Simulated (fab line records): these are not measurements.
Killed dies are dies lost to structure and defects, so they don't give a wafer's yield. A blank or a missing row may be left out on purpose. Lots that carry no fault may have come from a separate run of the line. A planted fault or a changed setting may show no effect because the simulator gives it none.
Which tool is to blame? | flow gf180mcu | 18 wafers sampled from 6 lots at 1 step of a route of 602

== WHAT THE GAUGES SHOWED, per wafer ==
GF_MVSD_OVL_MEAS_07.
lot  | measured    | on         | MVSD_OVL (nm)
L618 | day 6 09:05 | overlay-01 | 1.9 0.1 -0.5
L624 | day 7 20:50 | overlay-02 | -1.0 -1.2 -2.4
L626 | day 8 06:50 | overlay-02 | -1.0 -0.7 0.1
L628 | day 8 19:33 | overlay-01 | 0.8 2.6 0.0
L630 | day 9 05:33 | overlay-01 | -0.5 -1.2 -0.2
L632 | day 9 17:12 | overlay-01 | -1.1 -0.1 0.8

== TOOL THAT RAN EACH LOT (tool first, then ch and the chambers of the sampled wafers, then the start) ==
Record: no process step prior to these readings.

== THE ANSWER, worked out from the rows above alone ==
Rule: the usual values come from the lots themselves. Put in order of their means at a reading, lots are off if they are a third of the lots or fewer, leave a main group of 4 or more, and stand apart from it by a gap of 3 or more times the standard deviation of the main group's means; of several such gaps the widest counts. A main group is skipped when, at the precision printed for the reading in the tables above, its means are all equal. Also off: a lot with no number at a reading for which 4 or more lots have one. Any other lot the step has rows for is counted as sound.
No lot is off on any of the readings shown, so nothing can be concluded from this.

== WHAT THE SIMULATOR PUT IN ==
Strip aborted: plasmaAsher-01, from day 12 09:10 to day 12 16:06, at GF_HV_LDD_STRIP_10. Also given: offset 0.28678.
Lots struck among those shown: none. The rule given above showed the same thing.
